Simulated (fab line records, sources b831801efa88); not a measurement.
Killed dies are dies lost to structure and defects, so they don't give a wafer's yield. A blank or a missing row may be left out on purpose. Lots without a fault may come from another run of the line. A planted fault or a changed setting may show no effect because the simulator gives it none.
Problem report in the 8D (eight disciplines) form, filled by code | flow sky130 | the parts of the form that need people (team, actions taken, sign-off) are left out

1. THE PROBLEM
LDD_P_TW at SKY_LDD_P_TW_MEAS_11 reads a mean of 313 on 6 wafers of 2 lots; wafers without a fault read 632 with a standard deviation of 5.5. That is -58 standard deviations from the usual mean.
First seen on wafer L972.1, day 25 21:40, on film_metro-04. The record holds 39 wafers of 13 lots with a number at this step. Rule for "out", or "out of limits": more than 4 standard deviations from the usual mean. The other wafers with a number count as sound.

2. WHAT IT IS AND WHAT IT IS NOT
question                    | is                           | is not
which readings at this step | LDD_P_TW                     | -
which lots                  | L972, L974                   | L953, L956, L957, L958, L959, L961, L962, L963, L965, L968, L976
which wafers of those lots  | all that have a number       | -
read on which gauges        | film_metro-02, film_metro-04 | film_metro-01
when                        | from day 25 21:40            | up to then (30 sound wafers); but 3 sound wafers of L976 came after

3. SUSPECTS, AND WHAT RULES EACH OUT
Counting: a tool at a process step up to the reading stays a suspect if it ran every lot that is out and no sound lot after the first of them.
- the gauge at SKY_LDD_P_TW_MEAS_11: ruled out. The wafers that are out were read on 2 gauges (film_metro-02, film_metro-04).
- implanter-01 at SKY_LDD_P_IMPLANT_09: kept. It ran every lot that is out, first L972 (day 25 21:25), and no sound lot after that; its last sound lot up to then is L965 (day 23 11:51). Its own readings are out on those wafers: dose_ions_cm2, faraday_current_uA.
Left after counting: implanter-01 at SKY_LDD_P_IMPLANT_09.

4. THE CAUSE (what the simulator had put in)
Process parameter drift: implanter-01, from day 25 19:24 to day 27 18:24, at SKY_LDD_P_IMPLANT_09. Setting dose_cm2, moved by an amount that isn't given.
Counting left only this tool.

5. THE CHAIN OF EFFECTS, in route order
Each row: a reading whose mean over the struck wafers that have a number lies more than 3 standard deviations from the usual. Only readings for which the record gives a usual standard deviation are gone through. hours: the time from each lot's start at the first step in this table that gives one to its start at this step, as a median over the lots. sigmas: the change in usual standard deviations.
hours | step                 | reading            | usual      | on struck wafers | change      | sigmas
0     | SKY_LDD_P_IMPLANT_09 | dose_ions_cm2      | 1.0001e+13 | 9.9950e+11       | -9.0015e+12 | -99 or more
0     | SKY_LDD_P_IMPLANT_09 | faraday_current_uA | 56.5       | 5.7              | -50.8       | -46
0     | SKY_LDD_P_TW_MEAS_11 | LDD_P_TW           | 632        | 313              | -319        | -58
The process steps in it:
- SKY_LDD_P_IMPLANT_09

6. WHAT WOULD HAVE CAUGHT IT SOONER
In this record the first reading out of limits at a measuring or inspecting step was taken at day 25 21:40, 2 hours after the fault began at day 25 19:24.
The tool's own readings at SKY_LDD_P_IMPLANT_09 were out on every struck wafer that the step has a row for (dose_ions_cm2, faraday_current_uA): an alarm limit on them would have fired on the first of those.
Of the lots that are out (2), L974 began SKY_LDD_P_IMPLANT_09 on implanter-01 after day 25 21:40. A hold on the tool at that time would have spared it.
